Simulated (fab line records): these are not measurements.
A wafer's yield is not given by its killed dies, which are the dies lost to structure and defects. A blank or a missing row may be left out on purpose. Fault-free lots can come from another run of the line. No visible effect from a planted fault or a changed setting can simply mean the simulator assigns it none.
fab line records ; flow sky130
record: lots: 6; wafers: 17; last-day: 50
route steps=708 shown CONTACT@407 PAD_OPEN@708
lots that met no fault: taken from a fault-free run of the same line
start-h: hours from the record's opening day to when the first of the lot's shown wafers began ; wait-h: hours elapsed since this lot's preceding step ; " same as the row above ; L1.1+2: a row that stands for several wafers ; - no value present, or no start provided ; * or withheld: withheld ; < > ~ a bound
route shown NAME@n: a module of which the file shows steps, and the number in the route of the first ; usual: mean/standard deviation taken from wafers without a fault ; same: alike in all rows ; chamber/n: place in a boat ; sites: the reading at each site ; _std_site: standard deviation of those values ; _edge_site: inner sites' mean taken away from outer sites' mean ; radius-mm: for every site, how far away it sits from the centre of the wafer ; mask NAME#n: copy n ; behind: tool/chamber where the wafer was last shaped ; hold: the reason the lot was held/the length of the hold in hours/how it ended ; device: which transistor (n, p or np) failed to switch ; end of line: tests of these same wafers at the route's end ; for a step that has no rows: nothing shown but its recipe ; killed: count of dies lost to structure and defects at first sort (not the wafer's yield) ; map: the dies of a wafer, with x for killed, . for not killed, _ for no die there
set.NAME: setting as actually run; set.NAME@STEP: the setting as run at that earlier step ; model.NAME: the simulator's own value behind a step, which no gauge read
a table for each step, a row for each wafer; lots at some steps of the route
services: from which hour (start-h, from the record's first day; less than 0 if before it) a tool's chamber was out of use, for how many hours, and why
== steps ==
step: SKY_CONTACT_THK_MEAS_01
recipe: reads: Si3N4_of_CONTACT_CVD_00
usual: CONTACT_CVD_00_THK: 74.8/1.1
lot.wafer;tool;chamber;start-h;wait-h;CONTACT_CVD_00_THK[nm]
L801.2;film-metro-01;-;709.36;-;74.4
L801.4;film-metro-01;-;709.36;-;74.9
L801.5;film-metro-01;-;709.36;-;75.5
L809.1;film-metro-03;-;778.38;-;73.1
L809.4;film-metro-03;-;778.38;-;75.0
L809.5;film-metro-03;-;778.38;-;73.3
L812.1;film-metro-01;-;814.85;-;74.8
L812.6;film-metro-01;-;814.85;-;75.1
L814.1;film-metro-04;-;818.70;-;74.3
L814.2;film-metro-04;-;818.70;-;73.3
L814.6;film-metro-04;-;818.70;-;74.7
L820.1;film-metro-03;-;865.14;-;74.3
L820.2;film-metro-03;-;865.14;-;75.6
L820.5;film-metro-03;-;865.14;-;74.7
L821.2;film-metro-03;-;871.82;-;74.2
L821.3;film-metro-03;-;871.82;-;72.4
L821.6;film-metro-03;-;871.82;-;74.6
step: SKY_CONTACT_HDPCVD_02
recipe: material: SiO2; target-thk-nm: 565; sigma-open-frac: 0.3; time-s: 94.2; temp-c: 600; sih4-flow-sccm: 60; pressure-mtorr: 6
step: SKY_CONTACT_THK_MEAS_03
recipe: reads: SiO2_of_CONTACT_HDPCVD_02
usual: CONTACT_HDPCVD_THK: 565/8.2
lot.wafer;tool;chamber;start-h;wait-h;CONTACT_HDPCVD_THK[nm]
L801.2;film-metro-03;-;709.49;0.0;568
L801.4;film-metro-03;-;709.49;0.0;571
L801.5;film-metro-03;-;709.49;0.0;564
L809.1;film-metro-01;-;778.51;0.0;563
L809.4;film-metro-01;-;778.51;0.0;575
L809.5;film-metro-01;-;778.51;0.0;557
L812.1;film-metro-04;-;814.98;0.0;561
L812.6;film-metro-04;-;814.98;0.0;557
L814.1;film-metro-03;-;818.83;0.0;574
L814.2;film-metro-03;-;818.83;0.0;587
L814.6;film-metro-03;-;818.83;0.0;567
L820.1;film-metro-04;-;865.27;0.0;570
L820.2;film-metro-04;-;865.27;0.0;573
L820.5;film-metro-04;-;865.27;0.0;574
L821.2;film-metro-04;-;871.95;0.0;576
L821.3;film-metro-04;-;871.95;0.0;568
L821.6;film-metro-04;-;871.95;0.0;574
step: SKY_CONTACT_CMP_04
recipe: material: SiO2; down-force-psi: 4; platen-rpm: 60; pad-velocity-m-s: 0.94248
usual: motor-current-A: 11.8/1.2; time-to-endpoint-s: 84/7.3
lot.wafer;tool;chamber;start-h;wait-h;motor-current-A;time-to-endpoint-s
L801.4;cmp-02;0;709.76;0.2;10.9;93
L801.2;cmp-02;1;709.76;0.2;10.7;74
L801.5;cmp-02;3;709.76;0.2;11.6;90
L809.4;cmp-01;0;778.57;0.0;12.2;88
L809.1;cmp-01;3;778.57;0.0;14.3;95
L809.5;cmp-01;0;778.57;0.0;12.1;82
L812.1;cmp-02;2;815.09;0.1;12.0;80
L812.6;cmp-02;2;815.09;0.1;11.9;78
L814.2;cmp-02;0;819.05;0.2;10.7;96
L814.1;cmp-02;2;819.05;0.2;12.7;82
L814.6;cmp-02;1;819.05;0.2;10.4;72
L820.1;cmp-02;2;865.33;0.1;12.5;83
L820.2;cmp-02;0;865.33;0.1;10.7;91
L820.5;cmp-02;2;865.33;0.1;11.9;87
L821.2;cmp-01;3;872.00;0.0;14.9;95
L821.3;cmp-01;2;872.00;0.0;10.4;89
L821.6;cmp-01;0;872.00;0.0;12.8;86
step: SKY_CONTACT_BOW_MEAS_05
recipe: mode: bow
usual: CONTACT_BOW: 81/6.4
lot.wafer;tool;chamber;start-h;wait-h;CONTACT_BOW[um]
L801.2;film-metro-04;-;709.98;0.1;78
L801.4;film-metro-04;-;709.98;0.1;84
L801.5;film-metro-04;-;709.98;0.1;81
L809.1;film-metro-01;-;778.87;0.1;77
L809.4;film-metro-01;-;778.87;0.1;84
L809.5;film-metro-01;-;778.87;0.1;81
L812.1;film-metro-03;-;815.34;0.2;79
L812.6;film-metro-03;-;815.34;0.2;75
L814.1;film-metro-04;-;819.35;0.1;77
L814.2;film-metro-04;-;819.35;0.1;86
L814.6;film-metro-04;-;819.35;0.1;81
L820.1;film-metro-01;-;865.63;0.2;82
L820.2;film-metro-01;-;865.63;0.2;77
L820.5;film-metro-01;-;865.63;0.2;74
L821.2;film-metro-03;-;872.32;0.3;97
L821.3;film-metro-03;-;872.32;0.3;78
L821.6;film-metro-03;-;872.32;0.3;90
step: SKY_CONTACT_DEHYDRATE_06
recipe: temp-c: 200; time-s: 60
step: SKY_CONTACT_HMDS_07
recipe: prime-time-s: 60; prime-temp-c: 120
step: SKY_CONTACT_COAT_08
recipe: resist: BARC; temp-c: withheld; time-s: withheld; spin-rpm: 3000; resist-thk-nm: 60
step: SKY_CONTACT_COAT_09
recipe: resist: KrF-thick; spin-rpm: 3000; resist-thk-nm: 450
step: SKY_CONTACT_SOFTBAKE_10
recipe: temp-c: 100; time-s: 90; resist: KrF-thick
step: SKY_CONTACT_EXPOSE_11
recipe: mask-id: CTM1; na: 0.8; source-shape: annular; sigma-inner: 0.55; sigma-outer: 0.85; target-cd-nm: 170; dose-mj: 38
step: SKY_CONTACT_PEB_12
recipe: peb-temp-c: withheld; peb-time-s: withheld; resist: KrF-thick
step: SKY_CONTACT_DEVELOP_13
recipe: develop-time-s: 60; resist: KrF-thick; dev-temp-c: 21
usual: developer-temp-C: 20.97/0.11
lot.wafer;tool;chamber;start-h;wait-h;developer-temp-C
L801.2;litho-track-03;0;737;-;21.06
L801.4;litho-track-03;0;737;-;21.03
L801.5;litho-track-03;0;738;-;21.13
L809.1;litho-track-02;0;805;-;21.04
L809.4;litho-track-02;0;805;-;20.85
L809.5;litho-track-02;0;805;-;21.04
L812.1;litho-track-03;0;841;-;21.61
L812.6;litho-track-03;0;841;-;21.45
L814.1;litho-track-03;0;845;-;21.77
L814.2;litho-track-03;0;845;-;21.66
L814.6;litho-track-03;0;845;-;21.77
L820.1;litho-track-02;0;891;-;20.92
L820.2;litho-track-02;0;891;-;20.99
L820.5;litho-track-02;0;891;-;21.04
L821.2;litho-track-02;0;897;-;20.99
L821.3;litho-track-02;0;897;-;20.90
L821.6;litho-track-02;0;897;-;20.92
step: SKY_CONTACT_CD_MEAS_14
recipe: target-cd-nm: 170
usual: cd-nm: 170.1/1.3
lot.wafer;tool;chamber;start-h;wait-h;cd-nm
L801.2;cd-sem-02;-;738.07;-;168.6
L801.4;cd-sem-02;-;738.07;-;170.0
L801.5;cd-sem-02;-;738.07;-;168.9
L809.1;cd-sem-01;-;805.25;-;168.8
L809.4;cd-sem-01;-;805.25;-;167.2
L809.5;cd-sem-01;-;805.25;-;167.7
L812.1;cd-sem-02;-;841.95;-;170.3
L812.6;cd-sem-02;-;841.95;-;171.1
L814.1;cd-sem-01;-;845.15;-;170.2
L814.2;cd-sem-01;-;845.15;-;171.6
L814.6;cd-sem-01;-;845.15;-;171.4
L820.1;cd-sem-01;-;891.21;-;169.4
L820.2;cd-sem-01;-;891.21;-;166.8
L820.5;cd-sem-01;-;891.21;-;167.0
L821.2;cd-sem-01;-;897.68;-;169.9
L821.3;cd-sem-01;-;897.68;-;171.2
L821.6;cd-sem-01;-;897.68;-;169.5
step: SKY_PAD_OPEN_PROBE_99
usual: killed_at_M0_to_M3: 44/6.9; killed_at_M4_up: 3.2/1.8; killed-at-contacts: 23/5.2; killed-at-front-end: 15/4.5; killed-at-other: 0.3/0.56; killed-dies: 85/8.8; killed-open: 47/6.7; killed-short: 39/6.4
same: gross-dies: 492; killed-at-back-side: 0
lot.wafer;tool;chamber;start-h;wait-h;killed_at_M0_to_M3;killed_at_M4_up;killed-at-contacts;killed-at-front-end;killed-at-other;killed-dies;killed-open;killed-short
L801.2;prober-01;-;1079.16;0.1;38;3;19;16;0;76;48;28
L801.4;prober-01;-;1079.26;0.2;35;2;25;17;0;79;42;37
L801.5;prober-01;-;1079.31;0.2;30;0;19;14;0;63;35;28
L809.1;prober-01;-;1128.90;0.1;35;3;26;11;0;75;39;36
L809.4;prober-01;-;1129.05;0.2;45;2;29;11;1;88;52;36
L809.5;prober-01;-;1129.10;0.2;37;4;25;18;0;84;46;38
L812.1;prober-01;-;1154.57;0.1;42;4;29;17;0;92;51;41
L812.6;prober-01;-;1154.82;0.2;33;5;22;19;0;79;46;33
L814.1;prober-02;-;1157.04;0.1;28;1;27;17;0;73;41;32
L814.2;prober-02;-;1157.09;0.1;48;2;19;10;1;80;43;37
L814.6;prober-02;-;1157.29;0.2;42;5;23;25;0;95;46;49
L820.1;prober-01;-;1185.83;0.1;28;1;23;32;0;84;47;37
L820.2;prober-01;-;1185.88;0.1;37;3;19;20;0;79;43;36
L820.5;prober-01;-;1186.03;0.2;32;5;26;15;0;78;37;41
L821.2;prober-01;-;1189.56;0.1;48;7;23;21;0;99;66;33
L821.3;prober-01;-;1189.61;0.2;50;3;14;18;0;85;39;46
L821.6;prober-01;-;1189.76;0.2;24;1;21;25;1;72;36;36
killed by level:class
L801.2 VIA1:geometric-particle:open=11 CONTACT:geometric-particle:open=8 LI_CONTACT:geometric-particle:open=7 VIA3:geometric-particle:open=6 POLY_GATE:geometric-particle:open=5 VIA2:geometric-particle:open=5 METAL1:geometric-particle:short=4 LI_CONTACT:geometric-particle:short=3
L801.4 CONTACT:geometric-particle:open=8 VIA3:geometric-particle:open=7 VIA2:geometric-particle:open=6 FIELD_ISO:geometric-particle:short=5 CONTACT:geometric-particle:short=5 VIA1:geometric-particle:short=5 LI_CONTACT:geometric-particle:open=5 VIA1:geometric-particle:open=5
L801.5 VIA1:geometric-particle:open=9 LI_CONTACT:geometric-particle:open=5 CONTACT:geometric-particle:short=5 FIELD_ISO:geometric-particle:open=4 CONTACT:geometric-particle:open=4 VIA2:geometric-particle:open=4 VIA3:geometric-particle:open=4 METAL2:geometric-particle:short=3
L809.1 VIA1:geometric-particle:open=10 CONTACT:geometric-particle:open=8 LI_CONTACT:geometric-particle:open=7 POLY_GATE:geometric-particle:short=5 CONTACT:geometric-particle:short=5 VIA2:geometric-particle:open=5 LI_CONTACT:geometric-particle:short=4 METAL1:geometric-particle:short=4
L809.4 CONTACT:geometric-particle:open=11 VIA1:geometric-particle:open=10 LI_CONTACT:geometric-particle:open=8 METAL2:geometric-particle:short=8 VIA3:geometric-particle:open=7 POLY_GATE:geometric-particle:open=5 VIA2:geometric-particle:open=5 VIA2:geometric-particle:short=5
L809.5 CONTACT:geometric-particle:open=10 VIA1:geometric-particle:open=10 CONTACT:geometric-particle:short=7 FIELD_ISO:geometric-particle:open=6 METAL2:geometric-particle:short=5 SONOS_ONO:geometric-particle:open=4 LI_CONTACT:geometric-particle:open=4 VIA3:geometric-particle:short=4
L812.1 CONTACT:geometric-particle:open=14 VIA1:geometric-particle:open=9 VIA1:geometric-particle:short=6 METAL2:geometric-particle:short=6 VIA2:geometric-particle:open=6 FIELD_ISO:geometric-particle:short=5 VIA3:geometric-particle:open=5 LI_CONTACT:geometric-particle:short=4
L812.6 CONTACT:geometric-particle:open=10 VIA1:geometric-particle:open=9 LI_CONTACT:geometric-particle:open=7 VIA1:geometric-particle:short=7 VIA3:geometric-particle:open=7 METAL1:geometric-particle:short=6 FIELD_ISO:geometric-particle:open=4 POLY_GATE:geometric-particle:open=4
L814.1 CONTACT:geometric-particle:open=9 VIA1:geometric-particle:open=7 POLY_GATE:geometric-particle:open=6 LOCAL_INTERCONNECT:geometric-particle:short=6 LI_CONTACT:geometric-particle:open=6 METAL1:geometric-particle:short=5 LI_CONTACT:geometric-particle:short=4 FIELD_ISO:geometric-particle:short=3
L814.2 VIA3:geometric-particle:open=9 CONTACT:geometric-particle:open=8 METAL1:geometric-particle:short=7 VIA1:geometric-particle:open=7 VIA2:geometric-particle:open=7 METAL2:geometric-particle:short=5 VIA1:geometric-particle:short=4 FIELD_ISO:geometric-particle:short=3
L814.6 POLY_GATE:geometric-particle:short=9 LI_CONTACT:geometric-particle:open=9 VIA3:geometric-particle:open=8 CONTACT:geometric-particle:open=6 METAL1:geometric-particle:short=6 METAL4:geometric-particle:short=5 VIA1:geometric-particle:open=5 VIA1:geometric-particle:short=5
L820.1 FIELD_ISO:geometric-particle:open=9 FIELD_ISO:geometric-particle:short=7 POLY_GATE:geometric-particle:open=7 LI_CONTACT:geometric-particle:open=7 CONTACT:geometric-particle:open=6 METAL1:geometric-particle:short=5 VIA1:geometric-particle:open=5 POLY_GATE:geometric-particle:short=4
L820.2 CONTACT:geometric-particle:open=9 VIA2:geometric-particle:open=9 POLY_GATE:geometric-particle:open=8 VIA1:geometric-particle:open=6 POLY_GATE:geometric-particle:short=5 VIA3:geometric-particle:open=4 CONTACT:geometric-particle:short=4 METAL1:geometric-particle:short=4
L820.5 CONTACT:geometric-particle:open=9 FIELD_ISO:geometric-particle:short=8 LI_CONTACT:geometric-particle:open=8 VIA1:geometric-particle:open=8 METAL2:geometric-particle:short=5 VIA3:geometric-particle:short=4 VIA2:geometric-particle:short=4 FIELD_ISO:geometric-particle:open=3
L821.2 VIA1:geometric-particle:open=20 CONTACT:geometric-particle:open=10 VIA3:geometric-particle:open=7 LOCAL_INTERCONNECT:geometric-particle:short=7 POLY_GATE:geometric-particle:open=6 VIA2:geometric-particle:open=6 POLY_GATE:geometric-particle:short=5 FIELD_ISO:geometric-particle:open=4
L821.3 VIA1:geometric-particle:open=14 VIA1:geometric-particle:short=9 POLY_GATE:geometric-particle:open=8 CONTACT:geometric-particle:open=6 FIELD_ISO:geometric-particle:short=5 METAL2:geometric-particle:short=5 METAL1:geometric-particle:short=5 CONTACT:geometric-particle:short=4
L821.6 POLY_GATE:geometric-particle:short=8 CONTACT:geometric-particle:open=7 LOCAL_INTERCONNECT:geometric-particle:short=6 VIA3:geometric-particle:open=6 FIELD_ISO:geometric-particle:short=5 FIELD_ISO:geometric-particle:open=4 METAL1:geometric-particle:short=4 VIA1:geometric-particle:open=4
== services ==
tool;chamber;start-h;hours;kind
cmp-01;-;699.39;16.8;pm
cmp-02;-;716.23;5.5;pm
cmp-02;-;724.55;3.8;repair
cmp-02;-;732.22;4.3;pm
cmp-01;-;742.22;3.3;repair
cmp-01;-;745.54;4.0;pm
cmp-01;-;749.54;-;consumable-replace:conditioner
cmp-01;-;749.54;-;consumable-replace:pad
cmp-01;-;793.44;4.8;pm
cmp-01;-;818.53;6.7;repair
== key ==
first-sign: step: SKY_CONTACT_DEVELOP_13; reading: developer-temp-C; direction: up; sigmas: 6.3; usual: *; struck: *
effect none on later readings
met-at SKY_CONTACT_DEVELOP_13
struck-wafers L812.1,L812.6,L814.1,L814.2,L814.6
tester-left-out L812,L814
onset-between 737 841
fault: kind: process-parameter-drift; tool: litho-track-03; chamber: -; onset-h: 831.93; steps: SKY_CONTACT_DEVELOP_13; channel: dev-temp-c; offset: *; shape: step; end-h: 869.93; acts-in: *; stated: *
tester-left-out: of these lots the tester's yield and bins aren't shown, on N5 and GAA mostly nor the transistor test; their killed dies are dies lost to structure and defects alone, not to doping, threshold or leakage, so they don't give the yield
